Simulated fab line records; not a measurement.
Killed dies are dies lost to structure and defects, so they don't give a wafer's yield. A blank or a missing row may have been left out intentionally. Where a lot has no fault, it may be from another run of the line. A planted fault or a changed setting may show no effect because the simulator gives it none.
A lot that was struck, set against a sound lot -- flow gf180mcu -- 14 steps out of a route of 602
Sound: these wafers, L195.1, L195.2, L195.4. Wafers L196.1, L196.2, L196.3 were the ones struck. Last of all comes the cause.
At each step with rows: each side's tool, then ch and its chambers, then its first start. Under that, the readings that differ: sound wafers -- struck wafers -- difference of the means -- sigmas: that difference in standard deviations of wafers without a fault.
alike: words and numbers the same on both sides, and readings whose means are apart by under 2 such deviations; not compared: readings that were withheld, readings missing a value for some wafer, numbers with overlapping values and no deviation given by the record, and bounds like >300 which may hide the same value.
The two part at a step that has a row with sigmas, a row that says differs or no value, or rows on one side only. When numbers do not overlap yet have no deviation, they are printed without sigmas and do not part them. A reading that every wafer of one side lacks parts them only if that side has two wafers or more.

first, 4 steps without rows for these wafers: GF_V4_SOFTBAKE_10 (time 60 s); GF_V4_EXPOSE_11 (exposes mask Via4, target cd 260 nm); GF_V4_PEB_12 (peb time 90 s); GF_V4_DEVELOP_13 (develop time 60 s).
GF_V4_CD_MEAS_14 targets a cd of 260 nm.
  sound: cd sem-01 at day 24 18:51; struck: cd sem-01 at day 26 00:41
  alike: cd nm
GF_V4_OVL_MEAS_15:
  sound: overlay-02 at day 24 18:58; struck: overlay-02 at day 26 00:49
  alike: V4_OVL
GF_V4_ETCH_16: etches BARC in N2/H2.
  sound on rie diel-04 ch 0,1,2, day 24 19:01; struck on rie diel-03 ch 0,1,3, day 26 00:51
  alike: drypump motor current A, oes product au, throttle valve pct
GF_V4_ETCH_17: etches SiO2 in C4F8/O2/Ar, stops on TiN, target depth 630 nm.
  sound on rie diel-04 ch 0,1,2; struck on rie diel-03 ch 0,1,3
  alike: oes product au
GF_V4_STRIP_18: strips in O2/N2.
  sound on plasma asher-03 ch 0,1, day 24 19:08; struck on plasma asher-03 ch 0,1, day 26 00:59
  alike: drypump motor current A, heater power w, oes product au
  not compared: rf hours counter h
then, 2 steps without rows for these wafers: GF_V4_STRIP_19 (strips in post etch residue remover, time 1200 s); GF_V4_CLEAN_20 (cleans in DIW).
GF_V4_SPUTTER_21: material Ti, target thk 15 nm, time 80.02 s.
  sound: pvd sputter-03 at day 24 19:40; struck: pvd sputter-02 at day 26 01:31
  alike: cathode dc power W, chamber pressure pa, throttle valve pct
GF_V4_SPUTTER_22: material TiN, target thk 10 nm, time 40 s.
  sound: pvd sputter-03 at day 24 19:44; struck: pvd sputter-02 at day 26 01:34
  no value came back on the struck wafers for cathode dc power W (W), chamber pressure pa (Pa), throttle valve pct (%); on the sound wafers cathode dc power W (W) reads 3999.5 4000.3 4000.9
GF_V4_CVD_23: deposits W, target thk 350 nm, time 104.9 s.
  sound on cvd w-02 ch 0,1, day 24 19:46; struck on cvd w-01 ch 1, day 26 01:37
reading,sound,struck,difference,sigmas
heater power w (W),707 849 715,1003 993 1004,+243,+2

## WHERE THEY PART
Last at GF_V4_CVD_23 as far as this record goes, first at GF_V4_SPUTTER_22.

WHY: what the simulator had put in
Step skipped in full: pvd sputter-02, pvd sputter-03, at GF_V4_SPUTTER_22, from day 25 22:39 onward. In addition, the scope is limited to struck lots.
